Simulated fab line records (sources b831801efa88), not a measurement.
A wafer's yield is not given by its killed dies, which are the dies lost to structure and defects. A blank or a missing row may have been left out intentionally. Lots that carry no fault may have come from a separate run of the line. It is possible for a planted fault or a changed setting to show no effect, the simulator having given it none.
A lot that was struck, set against a sound lot || flow gf180mcu || 16 out of 602 route steps
Sound: wafers L918.3, L918.5, L918.6. Struck: wafer L924.6. (L924.4 of the same lot was not struck and is left out.) The cause comes at the end.
Per side, at each step with rows, come the tool, then ch with its chambers, and then its first start. Under that, the readings that differ: sound wafers || struck wafers || difference of the means || sigmas: that difference in standard deviations of wafers without a fault.
alike: words and numbers the same on both sides, and readings whose means are apart by under 2 such deviations; not compared: readings that were withheld, readings missing a value for some wafer, numbers with overlapping values and no deviation given by the record, and bounds like >300 which may hide the same value.
The two part at a step that has a row with sigmas, a row that says differs or no value, or rows on one side only. Non-overlapping numbers with no deviation appear without sigmas and do not part them. A reading missing from all wafers of one side parts the sides only when that side holds two or more wafers.

GF_NSD_CD_MEAS_07 targets a cd of 400 nm.
  sound: cd-sem-01 at day 16 03:02; struck: cd-sem-02 at day 17 17:27
  alike: cd-nm
GF_NSD_OVL_MEAS_08:
  sound: overlay-01 at day 16 03:07; struck: overlay-01 at day 17 17:31
  alike: NSD_OVL
then, 2 steps without rows for these wafers: GF_NSD_IMPLANT_09; GF_NSD_IMPLANT_10.
GF_NSD_STRIP_11: strips in O2/N2.
  sound on plasma-asher-01 ch 0,1, day 16 03:29; struck on plasma-asher-02 ch 0, day 17 17:52
  alike: drypump-motor-current-A, heater-power-w, oes-product-au, strip-time-to-endpoint-s
  not compared: rf-hours-counter-h
GF_NSD_TW_MEAS_12:
  sound: film-metro-02 at day 16 03:34; struck: film-metro-04 at day 17 17:58
  alike: NSD_TW
then, 6 steps without rows for these wafers: GF_PSD_DEHYDRATE_00 (time 60 s); GF_PSD_HMDS_01 (prime time 60 s); GF_PSD_COAT_02 (resist thk 1000 nm); GF_PSD_SOFTBAKE_03 (time 60 s); GF_PSD_EXPOSE_04 (exposes mask Pplus, target cd 400 nm); GF_PSD_PEB_05.
GF_PSD_DEVELOP_06: develop time 60 s.
  sound on litho-track-03 ch 0, day 17 01:18; struck on litho-track-02 ch 0, day 18 16:46
{"reading": "resist-line-temp-C (C)", "sound": "23.13 23.04 23.08", "struck": 22.84, "difference": -0.24, "sigmas": -2}
  alike: chill-plate-temp-C, developer-temp-C
GF_PSD_CD_MEAS_07 targets a cd of 400 nm.
  sound: cd-sem-02 at day 17 01:26; struck: cd-sem-01 at day 18 16:54
{"reading": "cd-nm (nm)", "sound": "397.6 399.1 397.1", "struck": 406.9, "difference": "+9.0", "sigmas": "+4"}
GF_PSD_OVL_MEAS_08:
  sound: overlay-01 at day 17 01:32; struck: overlay-02 at day 18 16:58
  alike: PSD_OVL
following that, these wafers have no rows for 1 step: GF_PASSIVATION_PROBE_99.

## WHERE THEY PART
At GF_PSD_DEVELOP_06 first; at GF_PSD_CD_MEAS_07 last (within this record only). Later steps at which nothing parts them and some readings are alike: GF_PSD_OVL_MEAS_08.

WHY: the cause the simulator had injected
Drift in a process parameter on litho-track-02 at GF_PSD_DEVELOP_06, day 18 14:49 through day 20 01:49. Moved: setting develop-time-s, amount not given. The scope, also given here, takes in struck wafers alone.
